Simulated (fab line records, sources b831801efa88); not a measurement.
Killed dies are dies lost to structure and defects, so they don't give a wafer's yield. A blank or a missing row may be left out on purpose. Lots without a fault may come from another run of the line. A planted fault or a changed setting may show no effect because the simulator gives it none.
A struck lot beside a sound one | flow gf180mcu | 23 steps out of a route of 602
Sound: wafers L348.1, L348.2, L348.4. Struck: wafers L363.4, L363.5, L363.6. The cause comes at the end.
At each step with rows: each side's tool, then ch and its chambers, then its first start. Under that, the readings that differ: sound wafers | struck wafers | difference of the means | sigmas: that difference in standard deviations of wafers without a fault.
alike: readings whose means differ by less than 2 such deviations, and words and numbers that are the same on both sides. not compared: withheld readings, readings that some wafer has no value for, bounds like >300 that may hide the same value, and numbers for which the record gives no deviation and whose values overlap.
The two part at a step that has a row with sigmas, a row that says differs or no value, or rows on one side only. Numbers that don't overlap but have no deviation are shown without sigmas and don't part them. A reading that every wafer of one side lacks parts them only if that side has two wafers or more.

GF_M4_STRIP_17: strips in O2/N2.
  sound on plasma_asher-01 ch 0,1, day 24 03:16; struck on plasma_asher-02 ch 0,1, day 29 14:25
  reading                     | sound       | struck      | difference | sigmas
  drypump_motor_current_A (A) | 5.4 5.7 5.4 | 6.4 6.5 6.4 | +0.9       | +2
  alike: heater_power_w, o2_flow_sccm, oes_product_au, strip_time_to_endpoint_s
  not compared: rf_hours_counter_h
then, 3 steps without rows for these wafers: GF_M4_STRIP_18 (strips in post etch residue remover, time 1200 s); GF_M4_CLEAN_19 (cleans in DIW); GF_V4_CVD_00 (deposits SiO2, target thk 600 nm, time 100 s).
GF_V4_THK_MEAS_01:
  sound on film_metro-03, day 24 03:52; struck on film_metro-02, day 29 15:01
  alike: V4_CVD_00_THK
GF_V4_CVD_02: deposits SiO2 from TEOS, target thk 850 nm, time 94.851 s.
  sound on pecvd-01 ch 0,2, day 24 03:56; struck on pecvd-03 ch 0,1,2, day 29 15:05
  alike: heater_power_w
  not compared: since_wet_clean_h
GF_V4_THK_MEAS_03:
  sound on film_metro-03, day 24 04:02; struck on film_metro-03, day 29 15:09
  alike: V4_CVD_02_THK
GF_V4_CMP_04: polishes SiO2.
  sound on cmp-01 ch 1,2,3, day 24 04:08; struck on cmp-02 ch 2,3, day 29 15:11
  alike: motor_current_A, retaining_ring_pressure_frac, slurry_filter_dp_kPa, time_to_endpoint_s
GF_V4_BOW_MEAS_05:
  sound on film_metro-03, day 24 04:23; struck on film_metro-02, day 29 15:32
  reading     | sound       | struck      | difference | sigmas
  V4_BOW (um) | 121 120 121 | 148 146 137 | +23        | +2
then, 3 steps without rows for these wafers: GF_V4_DEHYDRATE_06 (time 60 s); GF_V4_HMDS_07 (prime time 60 s); GF_V4_COAT_08.
GF_V4_COAT_09: resist thk 1000 nm.
  sound on litho_track-04 ch 0, day 24 14:00; struck on litho_track-03 ch 0, day 30 00:00
  reading                             | sound           | struck         | difference | sigmas
  model.KrF_of_V4_COAT_09.thk_nm (nm) | 1003 999.6 1004 | 1030 1036 1032 | +30        |
then, 3 steps without rows for these wafers: GF_V4_SOFTBAKE_10 (time 60 s); GF_V4_EXPOSE_11 (exposes mask Via4, target cd 260 nm); GF_V4_PEB_12 (peb time 90 s).
GF_V4_DEVELOP_13: develop time 60 s.
  sound on litho_track-03 ch 0, day 25 01:48; struck on litho_track-01 ch 0, day 30 10:07
  reading                             | sound             | struck         | difference | sigmas
  model.KrF_of_V4_COAT_09.thk_nm (nm) | 987.7 984.7 989.1 | 1015 1021 1017 | +30        |
GF_V4_CD_MEAS_14: target cd 260 nm.
  sound on cd_sem-01, day 25 01:57; struck on cd_sem-02, day 30 10:16
  alike: cd_nm
GF_V4_OVL_MEAS_15:
  sound on overlay-01, day 25 02:04; struck on overlay-02, day 30 10:20
  reading     | sound     | struck | difference | sigmas
  V4_OVL (nm) | -8 -11 -8 | 2 5 2  | +12        | +2
GF_V4_ETCH_16: etches BARC in N2/H2.
  sound on rie_diel-04 ch 0,1,3, day 25 02:07; struck on rie_diel-01 ch 1,2,3, day 30 10:21
  alike: drypump_motor_current_A, oes_product_au, throttle_valve_pct
GF_V4_ETCH_17: etches SiO2 in C4F8/O2/Ar, stops on TiN, target depth 630 nm.
  sound on rie_diel-04 ch 0,1,3; struck on rie_diel-01 ch 1,2,3
  alike: oes_product_au
GF_V4_STRIP_18: strips in O2/N2.
  sound on plasma_asher-02 ch 0,1, day 25 02:14; struck on plasma_asher-03 ch 0,1, day 30 10:31
  alike: drypump_motor_current_A, heater_power_w, o2_flow_sccm, oes_product_au
  not compared: rf_hours_counter_h
then, 1 step without rows for these wafers: GF_V4_STRIP_19 (strips in post etch residue remover, time 1200 s).

WHERE THEY PART
First at GF_M4_STRIP_17; last, within this record, at GF_V4_OVL_MEAS_15. Later steps at which nothing parts them and some readings are alike: GF_V4_ETCH_16, GF_V4_ETCH_17, GF_V4_STRIP_18.

WHY: what the simulator had put in
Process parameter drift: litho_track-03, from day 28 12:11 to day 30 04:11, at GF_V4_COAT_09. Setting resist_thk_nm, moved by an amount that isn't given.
